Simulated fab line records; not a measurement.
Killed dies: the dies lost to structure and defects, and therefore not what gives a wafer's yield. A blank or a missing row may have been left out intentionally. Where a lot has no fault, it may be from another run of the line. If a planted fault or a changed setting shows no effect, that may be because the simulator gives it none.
The tool behind it: which one? || flow sky130 || 15 lots, 45 wafers sampled, at 4 steps of a route of 708

== WHAT EACH GAUGE READ, for each wafer ==
SKY_SD_P_CD_MEAS_07: target cd 380 nm. Usual: cd_nm at 379.5 nm, with a standard deviation of 2.9.
{"lot": "L300", "measured": "day 25 21:33", "on": "cd_sem-01", "cd_nm (nm)": "378.7 376.9 379.3", "flag": ""}
{"lot": "L301", "measured": "day 26 09:52", "on": "cd_sem-01", "cd_nm (nm)": "376.4 376.1 376.2", "flag": ""}
{"lot": "L303", "measured": "day 26 16:50", "on": "cd_sem-02", "cd_nm (nm)": "378.4 380.8 380.0", "flag": ""}
{"lot": "L304", "measured": "day 27 14:58", "on": "cd_sem-02", "cd_nm (nm)": "381.5 378.7 380.3", "flag": ""}
{"lot": "L308", "measured": "day 28 20:46", "on": "cd_sem-01", "cd_nm (nm)": "377.7 378.7 375.9", "flag": ""}
{"lot": "L311", "measured": "day 29 16:54", "on": "cd_sem-01", "cd_nm (nm)": "378.9 378.6 377.9", "flag": ""}
{"lot": "L313", "measured": "day 30 11:58", "on": "cd_sem-02", "cd_nm (nm)": "379.7 381.5 378.5", "flag": ""}
{"lot": "L315", "measured": "day 31 07:29", "on": "cd_sem-01", "cd_nm (nm)": "377.6 375.6 380.1", "flag": ""}
{"lot": "L316", "measured": "day 31 22:19", "on": "cd_sem-02", "cd_nm (nm)": "383.2 381.3 381.5", "flag": ""}
{"lot": "L317", "measured": "day 31 22:38", "on": "cd_sem-01", "cd_nm (nm)": "384.0 384.2 382.1", "flag": ""}
{"lot": "L318", "measured": "day 31 23:16", "on": "cd_sem-01", "cd_nm (nm)": "377.2 377.6 376.3", "flag": ""}
{"lot": "L319", "measured": "day 32 05:04", "on": "cd_sem-01", "cd_nm (nm)": "378.2 376.7 377.4", "flag": ""}
{"lot": "L320", "measured": "day 32 16:01", "on": "cd_sem-01", "cd_nm (nm)": "383.3 383.0 381.7", "flag": ""}
{"lot": "L321", "measured": "day 32 20:33", "on": "cd_sem-01", "cd_nm (nm)": "377.8 378.1 380.7", "flag": ""}
{"lot": "L322", "measured": "day 33 08:17", "on": "cd_sem-02", "cd_nm (nm)": "381.7 381.5 380.2", "flag": ""}

SKY_METAL1_RS_MEAS_05: a four-point-probe measurement. Usual: for METAL1_ALCU_RS the level is 0.1265 ohm/sq and the standard deviation is 0.0012.
{"lot": "L300", "measured": "day 32 02:19", "on": "film_metro-02", "METAL1_ALCU_RS (ohm/sq)": "0.1260 0.1264 0.1272", "flag": ""}
{"lot": "L301", "measured": "day 32 15:41", "on": "film_metro-02", "METAL1_ALCU_RS (ohm/sq)": "0.1279 0.1269 0.1271", "flag": ""}
{"lot": "L303", "measured": "day 32 22:47", "on": "film_metro-02", "METAL1_ALCU_RS (ohm/sq)": "0.1255 0.1248 0.1260", "flag": ""}
{"lot": "L304", "measured": "day 33 17:39", "on": "film_metro-01", "METAL1_ALCU_RS (ohm/sq)": "0.1251 0.1262 0.1275", "flag": ""}
{"lot": "L308", "measured": "day 34 19:52", "on": "film_metro-02", "METAL1_ALCU_RS (ohm/sq)": "0.1245 0.1253 0.1242", "flag": ""}
{"lot": "L311", "measured": "day 35 15:30", "on": "film_metro-02", "METAL1_ALCU_RS (ohm/sq)": "0.1266 0.1259 0.1264", "flag": ""}
{"lot": "L313", "measured": "day 36 10:37", "on": "film_metro-03", "METAL1_ALCU_RS (ohm/sq)": "0.1260 0.1246 0.1257", "flag": ""}
{"lot": "L315", "measured": "day 37 02:00", "on": "film_metro-01", "METAL1_ALCU_RS (ohm/sq)": "0.1262 0.1267 0.1263", "flag": ""}
{"lot": "L316", "measured": "day 37 15:33", "on": "film_metro-01", "METAL1_ALCU_RS (ohm/sq)": "0.1274 0.1266 0.1264", "flag": ""}
{"lot": "L317", "measured": "day 37 17:24", "on": "film_metro-01", "METAL1_ALCU_RS (ohm/sq)": "0.1251 0.1262 0.1256", "flag": ""}
{"lot": "L318", "measured": "day 37 17:38", "on": "film_metro-03", "METAL1_ALCU_RS (ohm/sq)": "0.1281 0.1273 0.1284", "flag": ""}
{"lot": "L319", "measured": "day 38 00:19", "on": "film_metro-03", "METAL1_ALCU_RS (ohm/sq)": "0.1266 0.1270 0.1276", "flag": ""}
{"lot": "L320", "measured": "day 38 09:09", "on": "film_metro-01", "METAL1_ALCU_RS (ohm/sq)": "0.1242 0.1246 0.1259", "flag": ""}
{"lot": "L321", "measured": "day 38 16:48", "on": "film_metro-01", "METAL1_ALCU_RS (ohm/sq)": "0.1289 0.1279 0.1282", "flag": ""}
{"lot": "L322", "measured": "day 39 02:22", "on": "film_metro-03", "METAL1_ALCU_RS (ohm/sq)": "0.1264 0.1274 0.1292", "flag": ""}

== WHAT TOOL EACH LOT RAN ON (gives the tool, then ch and the chambers of the sampled wafers, and finally the start) ==
{"lot": "L300", "SKY_LDD_LDN_STRIP_12": "plasma_asher-03 ch 0,1, day 23 07:53", "SKY_SD_N_RTA_14": "rtp_anneal-02 ch 0, day 28 07:50"}
{"lot": "L301", "SKY_LDD_LDN_STRIP_12": "plasma_asher-01 ch 0,1, day 23 20:23", "SKY_SD_N_RTA_14": "rtp_anneal-01 ch 0, day 28 20:37"}
{"lot": "L303", "SKY_LDD_LDN_STRIP_12": "plasma_asher-01 ch 0,1, day 24 02:29", "SKY_SD_N_RTA_14": "rtp_anneal-02 ch 0, day 29 04:13"}
{"lot": "L304", "SKY_LDD_LDN_STRIP_12": "plasma_asher-03 ch 0,1, day 25 01:05", "SKY_SD_N_RTA_14": "rtp_anneal-02 ch 0, day 30 01:06"}
{"lot": "L308", "SKY_LDD_LDN_STRIP_12": "plasma_asher-01 ch 0,1, day 26 08:21", "SKY_SD_N_RTA_14": "rtp_anneal-02 ch 0, day 31 05:29"}
{"lot": "L311", "SKY_LDD_LDN_STRIP_12": "plasma_asher-02 ch 0,1, day 27 04:50", "SKY_SD_N_RTA_14": "rtp_anneal-01 ch 0, day 32 01:40"}
{"lot": "L313", "SKY_LDD_LDN_STRIP_12": "plasma_asher-01 ch 0,1, day 28 01:25", "SKY_SD_N_RTA_14": "rtp_anneal-01 ch 0, day 32 20:10"}
{"lot": "L315", "SKY_LDD_LDN_STRIP_12": "plasma_asher-03 ch 0,1, day 28 20:32", "SKY_SD_N_RTA_14": "rtp_anneal-01 ch 0, day 33 13:56"}
{"lot": "L316", "SKY_LDD_LDN_STRIP_12": "plasma_asher-01 ch 0,1, day 29 12:32", "SKY_SD_N_RTA_14": "rtp_anneal-02 ch 0, day 34 04:41"}
{"lot": "L317", "SKY_LDD_LDN_STRIP_12": "plasma_asher-03 ch 0,1, day 29 12:55", "SKY_SD_N_RTA_14": "rtp_anneal-01 ch 0, day 34 05:48"}
{"lot": "L318", "SKY_LDD_LDN_STRIP_12": "plasma_asher-03 ch 0,1, day 29 13:08", "SKY_SD_N_RTA_14": "rtp_anneal-02 ch 0, day 34 05:54"}
{"lot": "L319", "SKY_LDD_LDN_STRIP_12": "plasma_asher-03 ch 0,1, day 29 19:13", "SKY_SD_N_RTA_14": "rtp_anneal-01 ch 0, day 34 11:52"}
{"lot": "L320", "SKY_LDD_LDN_STRIP_12": "plasma_asher-01 ch 0,1, day 30 07:32", "SKY_SD_N_RTA_14": "rtp_anneal-02 ch 0, day 34 22:19"}
{"lot": "L321", "SKY_LDD_LDN_STRIP_12": "plasma_asher-01 ch 0,1, day 30 11:18", "SKY_SD_N_RTA_14": "rtp_anneal-01 ch 0, day 35 03:50"}
{"lot": "L322", "SKY_LDD_LDN_STRIP_12": "plasma_asher-01 ch 0,1, day 30 23:11", "SKY_SD_N_RTA_14": "rtp_anneal-02 ch 0, day 35 14:37"}
- SKY_LDD_LDN_STRIP_12: strips in O2/N2.
- SKY_SD_N_RTA_14: time 2 s.

== WHAT THE TOOLS THEMSELVES READ (means of the sampled wafers that have a number; where no wafer has one, the mark that the record gives instead) ==
SKY_LDD_LDN_STRIP_12. Usual: drypump_motor_current_A 5.6 A, standard deviation 0.52; oes_product_au 0.715 a.u., standard deviation 0.0044; strip_time_to_endpoint_s 14.18 s, standard deviation 0.044.
{"lot": "L300", "tool": "plasma_asher-03", "drypump_motor_current_A (A)": 5.9, "oes_product_au (a.u.)": 0.716, "strip_time_to_endpoint_s (s)": 14.19, "flag": ""}
{"lot": "L301", "tool": "plasma_asher-01", "drypump_motor_current_A (A)": 5.7, "oes_product_au (a.u.)": 0.715, "strip_time_to_endpoint_s (s)": 14.16, "flag": ""}
{"lot": "L303", "tool": "plasma_asher-01", "drypump_motor_current_A (A)": 5.3, "oes_product_au (a.u.)": 0.716, "strip_time_to_endpoint_s (s)": 14.15, "flag": ""}
{"lot": "L304", "tool": "plasma_asher-03", "drypump_motor_current_A (A)": 5.9, "oes_product_au (a.u.)": 0.715, "strip_time_to_endpoint_s (s)": 14.13, "flag": ""}
{"lot": "L308", "tool": "plasma_asher-01", "drypump_motor_current_A (A)": 5.3, "oes_product_au (a.u.)": 0.714, "strip_time_to_endpoint_s (s)": 14.23, "flag": ""}
{"lot": "L311", "tool": "plasma_asher-02", "drypump_motor_current_A (A)": 5.1, "oes_product_au (a.u.)": 0.716, "strip_time_to_endpoint_s (s)": 14.08, "flag": ""}
{"lot": "L313", "tool": "plasma_asher-01", "drypump_motor_current_A (A)": 5.3, "oes_product_au (a.u.)": 0.714, "strip_time_to_endpoint_s (s)": 14.20, "flag": ""}
{"lot": "L315", "tool": "plasma_asher-03", "drypump_motor_current_A (A)": 5.9, "oes_product_au (a.u.)": 0.721, "strip_time_to_endpoint_s (s)": 14.16, "flag": ""}
{"lot": "L316", "tool": "plasma_asher-01", "drypump_motor_current_A (A)": 5.7, "oes_product_au (a.u.)": 0.715, "strip_time_to_endpoint_s (s)": 14.19, "flag": ""}
{"lot": "L317", "tool": "plasma_asher-03", "drypump_motor_current_A (A)": 6.0, "oes_product_au (a.u.)": 0.715, "strip_time_to_endpoint_s (s)": 14.14, "flag": ""}
{"lot": "L318", "tool": "plasma_asher-03", "drypump_motor_current_A (A)": 6.0, "oes_product_au (a.u.)": 0.717, "strip_time_to_endpoint_s (s)": 14.19, "flag": ""}
{"lot": "L319", "tool": "plasma_asher-03", "drypump_motor_current_A (A)": 6.0, "oes_product_au (a.u.)": 0.714, "strip_time_to_endpoint_s (s)": 14.17, "flag": ""}
{"lot": "L320", "tool": "plasma_asher-01", "drypump_motor_current_A (A)": 5.7, "oes_product_au (a.u.)": 0.719, "strip_time_to_endpoint_s (s)": 14.22, "flag": ""}
{"lot": "L321", "tool": "plasma_asher-01", "drypump_motor_current_A (A)": 5.7, "oes_product_au (a.u.)": 0.715, "strip_time_to_endpoint_s (s)": 14.16, "flag": ""}
{"lot": "L322", "tool": "plasma_asher-01", "drypump_motor_current_A (A)": 5.7, "oes_product_au (a.u.)": 0.711, "strip_time_to_endpoint_s (s)": 14.16, "flag": ""}

SKY_SD_N_RTA_14. Usual: lamp_power_pct 15.73 %, standard deviation 0.051; wafer_temp_C_max 1078.0, standard deviation 1.3.
{"lot": "L300", "tool": "rtp_anneal-02", "lamp_power_pct (%)": 15.77, "wafer_temp_C_max": 1077.5, "flag": ""}
{"lot": "L301", "tool": "rtp_anneal-01", "lamp_power_pct (%)": 15.73, "wafer_temp_C_max": 1077.8, "flag": ""}
{"lot": "L303", "tool": "rtp_anneal-02", "lamp_power_pct (%)": 15.73, "wafer_temp_C_max": 1076.9, "flag": ""}
{"lot": "L304", "tool": "rtp_anneal-02", "lamp_power_pct (%)": 15.69, "wafer_temp_C_max": 1077.9, "flag": ""}
{"lot": "L308", "tool": "rtp_anneal-02", "lamp_power_pct (%)": 15.75, "wafer_temp_C_max": 1077.3, "flag": ""}
{"lot": "L311", "tool": "rtp_anneal-01", "lamp_power_pct (%)": 15.75, "wafer_temp_C_max": 1080.4, "flag": ""}
{"lot": "L313", "tool": "rtp_anneal-01", "lamp_power_pct (%)": 15.75, "wafer_temp_C_max": 1078.8, "flag": ""}
{"lot": "L315", "tool": "rtp_anneal-01", "lamp_power_pct (%)": 15.74, "wafer_temp_C_max": 1077.7, "flag": ""}
{"lot": "L316", "tool": "rtp_anneal-02", "lamp_power_pct (%)": 15.68, "wafer_temp_C_max": 1078.2, "flag": ""}
{"lot": "L317", "tool": "rtp_anneal-01", "lamp_power_pct (%)": 15.75, "wafer_temp_C_max": 1078.6, "flag": ""}
{"lot": "L318", "tool": "rtp_anneal-02", "lamp_power_pct (%)": 15.76, "wafer_temp_C_max": 1077.9, "flag": ""}
{"lot": "L319", "tool": "rtp_anneal-01", "lamp_power_pct (%)": 15.72, "wafer_temp_C_max": 1077.9, "flag": ""}
{"lot": "L320", "tool": "rtp_anneal-02", "lamp_power_pct (%)": 15.72, "wafer_temp_C_max": 1077.8, "flag": ""}
{"lot": "L321", "tool": "rtp_anneal-01", "lamp_power_pct (%)": 15.75, "wafer_temp_C_max": 1077.0, "flag": ""}
{"lot": "L322", "tool": "rtp_anneal-02", "lamp_power_pct (%)": 15.75, "wafer_temp_C_max": 1078.7, "flag": ""}

== THE ANSWER, worked out from the rows above alone ==
Rule: take the mean of a lot's wafers that have a number; if it is more than 3 standard deviations from the usual mean, the lot is off. Also off: a lot with no number at a reading for which 4 or more lots have one. Where the step has rows for the other lots, those lots are counted as sound. Order of review: gauges by route order, followed by the tools' own readings, for which a lot's mean as printed above is used. The first step at which some lot is off is used, and at that step the reading that is off furthest; a lot without a number counts as furthest.
No lot is off on any of the readings shown, so nothing can be concluded from this.

== WHAT THE SIMULATOR PUT IN ==
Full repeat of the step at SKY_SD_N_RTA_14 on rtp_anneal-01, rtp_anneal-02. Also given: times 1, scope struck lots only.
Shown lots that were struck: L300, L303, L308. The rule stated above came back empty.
